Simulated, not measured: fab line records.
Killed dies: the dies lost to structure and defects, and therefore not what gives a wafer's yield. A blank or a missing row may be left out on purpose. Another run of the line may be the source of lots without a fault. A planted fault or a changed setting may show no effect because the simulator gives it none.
fab line records	flow gf180mcu
record: lots: 14	wafers: 42	lastDay: 34
route steps=602 shown POLY_GATE@167 HV_LDD@230 CONTACT@292
lots untouched by any fault: they come from a run of this same line in which no faults occurred
startH: hours from the record's first day to the start of the lot's first wafer shown	waitH: hours elapsed since this lot's preceding step	" as in the row above	L1.1+2: several wafers, shown together as one row	- either no value or no given start	* or withheld: withheld	< > ~ a bound
route shown NAME@n: a module of which the file shows steps, and the number in the route of the first	usual: mean and standard deviation over wafers with no fault	same: alike in all rows	chamber/n: place in a boat	sites: per-site readings	_std_site: their standard deviation	_edge_site: the outer-site mean with the inner-site mean subtracted	radiusMm: how far each site lies from the wafer's centre	mask NAME#n: copy n	behind: tool/chamber where the wafer was last shaped	hold: why the lot was held/for how many hours/how that ended	device: the n, p or np transistor that did not switch	end of line: at the end of the route, the tests of the same wafers	a step given without rows: its recipe and nothing more	killed: not the wafer's yield, but the dies lost to structure and defects at the first sort	map: a wafer's dies, x killed, . not, _ none there
set.NAME: the setting the step ran with; set.NAME@STEP: the setting that earlier step ran with	model.NAME: the simulator's own value behind a step, which no gauge read
the route's steps for a sample of lots (tables are steps, rows are wafers)
services: from which hour (startH, from the record's first day; less than 0 if before it) a tool's chamber was out of use, for how many hours, and why
== steps ==
step: GF_POLY_GATE_CD_MEAS_10
recipe: targetCdNm: 280
usual: cdNm: 279.9/1.1
lot.wafer	tool	chamber	startH	waitH	cdNm
L939.2	cdSem-02	-	200.37	0.1	278.5
L939.3	"	-	"	"	277.9
L939.4	"	-	"	"	279.1
L940.1	cdSem-01	-	207.95	0.1	279.4
L940.3	"	-	"	"	279.0
L940.5	"	-	"	"	278.4
L941.1	cdSem-01	-	217.85	0.1	281.5
L941.4	"	-	"	"	280.3
L941.5	"	-	"	"	280.4
L942.3	cdSem-02	-	224.34	0.1	280.4
L942.4	"	-	"	"	281.3
L942.5	"	-	"	"	281.8
L943.1	cdSem-01	-	230.20	0.1	279.7
L943.2	"	-	"	"	279.7
L943.4	"	-	"	"	280.0
L944.1	cdSem-01	-	237.37	0.2	280.3
L944.4	"	-	"	"	280.6
L944.5	"	-	"	"	280.9
L947.3	cdSem-01	-	259.15	0.1	278.2
L947.5	"	-	"	"	277.8
L947.6	"	-	"	"	279.3
L949.1	cdSem-02	-	276.67	0.2	280.3
L949.3	"	-	"	"	279.7
L949.4	"	-	"	"	279.0
L950.1	cdSem-02	-	286.40	0.1	280.1
L950.3	"	-	"	"	281.5
L950.6	"	-	"	"	280.0
L951.1	cdSem-02	-	295.46	0.1	280.9
L951.2	"	-	"	"	280.9
L951.3	"	-	"	"	280.0
L952.3	cdSem-01	-	300.04	0.1	279.1
L952.4	"	-	"	"	280.0
L952.5	"	-	"	"	279.1
L953.1	cdSem-02	-	303.60	0.1	281.2
L953.3	"	-	"	"	280.5
L953.6	"	-	"	"	281.3
L954.1	cdSem-02	-	311.51	0.1	280.2
L954.2	"	-	"	"	281.2
L954.6	"	-	"	"	281.2
L961.1	cdSem-02	-	361.50	0.1	279.6
L961.5	"	-	"	"	278.8
L961.6	"	-	"	"	279.7
step: GF_HV_LDD_CVD_54
recipe: material: SiO2	targetThkNm: 10	precursor: TEOS	tempC: 680	timeS: 75	pressureMtorr: 400
lot.wafer	tool	chamber	startH	waitH
L939.2+3+4	lpcvd-02	1	277.56	0.1
L940.1+3+5	lpcvd-01	0	284.21	0.1
L941.1+4+5	lpcvd-02	1	296.61	0.1
L942.3+4+5	lpcvd-01	1	303.50	0.1
L943.1+2+4	lpcvd-01	0	310.50	0.1
L944.1+4+5	lpcvd-02	1	321.50	0.1
L947.3+5+6	lpcvd-02	0	344.41	0.1
L949.1+3+4	lpcvd-02	1	364.46	0.1
L950.1+3+6	lpcvd-02	0	374.42	0.1
L951.1+2+3	lpcvd-01	1	383.95	0.1
L952.3+4+5	lpcvd-01	0	390.86	0.1
L953.1+3+6	lpcvd-02	1	393.80	0.1
L954.1+2+6	lpcvd-02	0	402.50	0.1
L961.1+5+6	lpcvd-01	0	458.56	0.1
step: GF_HV_LDD_THK_MEAS_55
recipe: reads: SiO2_of_HV_LDD_CVD_54
usual: HV_LDD_CVD_54_THK: 10.05/0.19
lot.wafer	tool	chamber	startH	waitH	HV_LDD_CVD_54_THK[nm]
L939.2	filmMetro-03	-	278.59	0.0	9.98
L939.3	"	-	"	"	10.11
L939.4	"	-	"	"	10.09
L940.1	filmMetro-04	-	285.23	0.0	9.84
L940.3	"	-	"	"	9.87
L940.5	"	-	"	"	9.73
L941.1	filmMetro-03	-	297.63	0.0	10.04
L941.4	"	-	"	"	9.87
L941.5	"	-	"	"	10.04
L942.3	filmMetro-03	-	304.55	0.0	9.89
L942.4	"	-	"	"	9.95
L942.5	"	-	"	"	9.90
L943.1	filmMetro-03	-	311.52	0.0	9.93
L943.2	"	-	"	"	10.06
L943.4	"	-	"	"	9.98
L944.1	filmMetro-04	-	322.52	0.0	10.38
L944.4	"	-	"	"	10.31
L944.5	"	-	"	"	10.39
L947.3	filmMetro-01	-	345.45	0.0	10.42
L947.5	"	-	"	"	10.31
L947.6	"	-	"	"	10.41
L949.1	filmMetro-04	-	365.48	0.0	10.28
L949.3	"	-	"	"	10.29
L949.4	"	-	"	"	10.10
L950.1	filmMetro-03	-	375.45	0.0	10.19
L950.3	"	-	"	"	10.08
L950.6	"	-	"	"	10.19
L951.1	filmMetro-03	-	384.97	0.0	9.79
L951.2	"	-	"	"	9.91
L951.3	"	-	"	"	9.92
L952.3	filmMetro-01	-	391.90	0.0	10.11
L952.4	"	-	"	"	10.15
L952.5	"	-	"	"	10.03
L953.1	filmMetro-01	-	394.83	0.0	16.98
L953.3	"	-	"	"	17.09
L953.6	"	-	"	"	16.85
L954.1	filmMetro-01	-	404.03	0.0	17.08
L954.2	"	-	"	"	17.08
L954.6	"	-	"	"	16.82
L961.1	filmMetro-04	-	459.58	0.0	9.98
L961.5	"	-	"	"	9.99
L961.6	"	-	"	"	9.97
step: GF_CONTACT_BOW_MEAS_05
recipe: mode: bow
usual: CONTACT_BOW: 64/6.5
lot.wafer	tool	chamber	startH	waitH	CONTACT_BOW[um]
L939.2	filmMetro-04	-	344.14	0.2	59
L939.3	"	-	"	"	62
L939.4	"	-	"	"	63
L940.1	filmMetro-03	-	351.46	0.1	62
L940.3	"	-	"	"	59
L940.5	"	-	"	"	79
L941.1	filmMetro-01	-	365.65	0.2	66
L941.4	"	-	"	"	62
L941.5	"	-	"	"	60
L942.3	filmMetro-04	-	373.48	0.2	69
L942.4	"	-	"	"	72
L942.5	"	-	"	"	67
L943.1	filmMetro-04	-	380.14	0.1	58
L943.2	"	-	"	"	55
L943.4	"	-	"	"	54
L944.1	filmMetro-03	-	391.46	0.1	56
L944.4	"	-	"	"	58
L944.5	"	-	"	"	67
L947.3	filmMetro-04	-	419.06	0.2	57
L947.5	"	-	"	"	60
L947.6	"	-	"	"	65
L949.1	filmMetro-03	-	438.09	0.1	63
L949.3	"	-	"	"	63
L949.4	"	-	"	"	55
L950.1	filmMetro-03	-	449.03	0.2	71
L950.3	"	-	"	"	65
L950.6	"	-	"	"	68
L951.1	filmMetro-04	-	459.10	0.2	55
L951.2	"	-	"	"	65
L951.3	"	-	"	"	63
L952.3	filmMetro-03	-	465.86	0.3	60
L952.4	"	-	"	"	62
L952.5	"	-	"	"	54
L953.1	filmMetro-04	-	469.08	0.1	64
L953.3	"	-	"	"	57
L953.6	"	-	"	"	73
L954.1	filmMetro-03	-	479.39	0.1	74
L954.2	"	-	"	"	63
L954.6	"	-	"	"	69
L961.1	filmMetro-03	-	534.61	0.1	69
L961.5	"	-	"	"	72
L961.6	"	-	"	"	57
step: GF_CONTACT_ETCH_17
recipe: chemistry: C4F8/O2/Ar	maskMaterial: KrF	target: SiO2	stopOn: CoSi2	sourceW: 1500	biasW: 1200	pressureMtorr: 40	c4f8FlowSccm: withheld	O2_flow_sccm: 6	Ar_flow_sccm: 300	timeS: withheld	targetDepthA: 8600
usual: oesProductAu: 0.815/0.0046
lot.wafer	tool	chamber	startH	waitH	oesProductAu
L939.2	rieDiel-03	3	-	-	0.818
L939.3	"	2	"	"	0.813
L939.4	"	3	"	"	0.815
L940.1	rieDiel-03	1	-	-	0.816
L940.3	"	3	"	"	0.816
L940.5	"	2	"	"	0.823
L941.1	rieDiel-02	3	-	-	0.820
L941.4	"	0	"	"	0.808
L941.5	"	3	"	"	0.814
L942.3	rieDiel-04	2	-	-	0.811
L942.4	"	0	"	"	0.812
L942.5	"	2	"	"	0.819
L943.1	rieDiel-04	0	-	-	0.809
L943.2	"	3	"	"	0.818
L943.4	"	2	"	"	0.808
L944.1	rieDiel-02	2	-	-	0.809
L944.4	"	2	"	"	0.823
L944.5	"	3	"	"	0.818
L947.3	rieDiel-03	1	-	-	0.821
L947.5	"	1	"	"	0.816
L947.6	"	2	"	"	0.820
L949.1	rieDiel-04	1	-	-	0.813
L949.3	"	0	"	"	0.816
L949.4	"	3	"	"	0.816
L950.1	rieDiel-03	2	-	-	0.811
L950.3	"	1	"	"	0.822
L950.6	"	3	"	"	0.823
L951.1	rieDiel-02	3	-	-	0.826
L951.2	"	0	"	"	0.811
L951.3	"	2	"	"	0.812
L952.3	rieDiel-04	3	-	-	0.822
L952.4	"	2	"	"	0.823
L952.5	"	3	"	"	0.820
L953.1	rieDiel-02	0	-	-	0.815
L953.3	"	3	"	"	0.818
L953.6	"	2	"	"	0.815
L954.1	rieDiel-02	2	-	-	0.821
L954.2	"	0	"	"	0.818
L954.6	"	3	"	"	0.809
L961.1	rieDiel-02	0	-	-	0.809
L961.5	"	0	"	"	0.819
L961.6	"	1	"	"	0.815
== services ==
tool	chamber	startH	hours	kind
lpcvd-02	-	258.85	2.1	repair
rieDiel-02	-	278.91	0.4	repair
rieDiel-03	0	289.41	19.1	repair
lpcvd-01	-	290.73	3.9	repair
rieDiel-04	1	313.86	9.5	repair
rieDiel-03	1	322.03	14.7	repair
rieDiel-03	2	352.44	9.9	repair
rieDiel-03	0	362.78	8.3	repair
rieDiel-04	3	365.00	3.1	repair
rieDiel-02	-	377.35	0.5	repair
lpcvd-02	-	381.89	1.1	repair
rieDiel-02	1	388.37	7.0	repair
rieDiel-04	2	390.49	2.2	repair
rieDiel-04	1	392.21	17.2	repair
rieDiel-03	0	404.88	14.0	repair
rieDiel-03	2	410.64	9.0	repair
rieDiel-02	0	412.95	2.4	repair
rieDiel-03	0	500.48	2.5	repair
rieDiel-04	1	500.89	5.8	repair
rieDiel-04	3	511.30	2.0	repair
rieDiel-03	2	517.22	1.6	repair
rieDiel-03	-	517.30	0.8	repair
lpcvd-01	-	524.39	0.4	repair
rieDiel-02	-	553.91	2.8	pm
== key ==
firstSign: step: GF_HV_LDD_THK_MEAS_55	reading: HV_LDD_CVD_54_THK	direction: up	sigmas: 37	usual: 10.05	struck: 16.98
effect none on later readings
metAt GF_HV_LDD_CVD_54
struckLots L953,L954
testerLeftOut L953,L954
notActingAt GF_POLY_GATE_CD_MEAS_10,GF_CONTACT_BOW_MEAS_05,GF_CONTACT_ETCH_17
onsetBetween 374.42 393.80
fault: kind: processParameterDrift	tool: lpcvd-02	chamber: -	onsetH: 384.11	steps: GF_HV_LDD_CVD_54	channel: targetThkNm	offset: 6.8217	shape: step	endH: 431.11	actsIn: theseRecipesOnly	stated: 10
testerLeftOut: of these lots the tester's yield and bins aren't shown, on N5 and GAA mostly nor the transistor test; their killed dies are dies lost to structure and defects alone, not to doping, threshold or leakage, so they don't give the yield
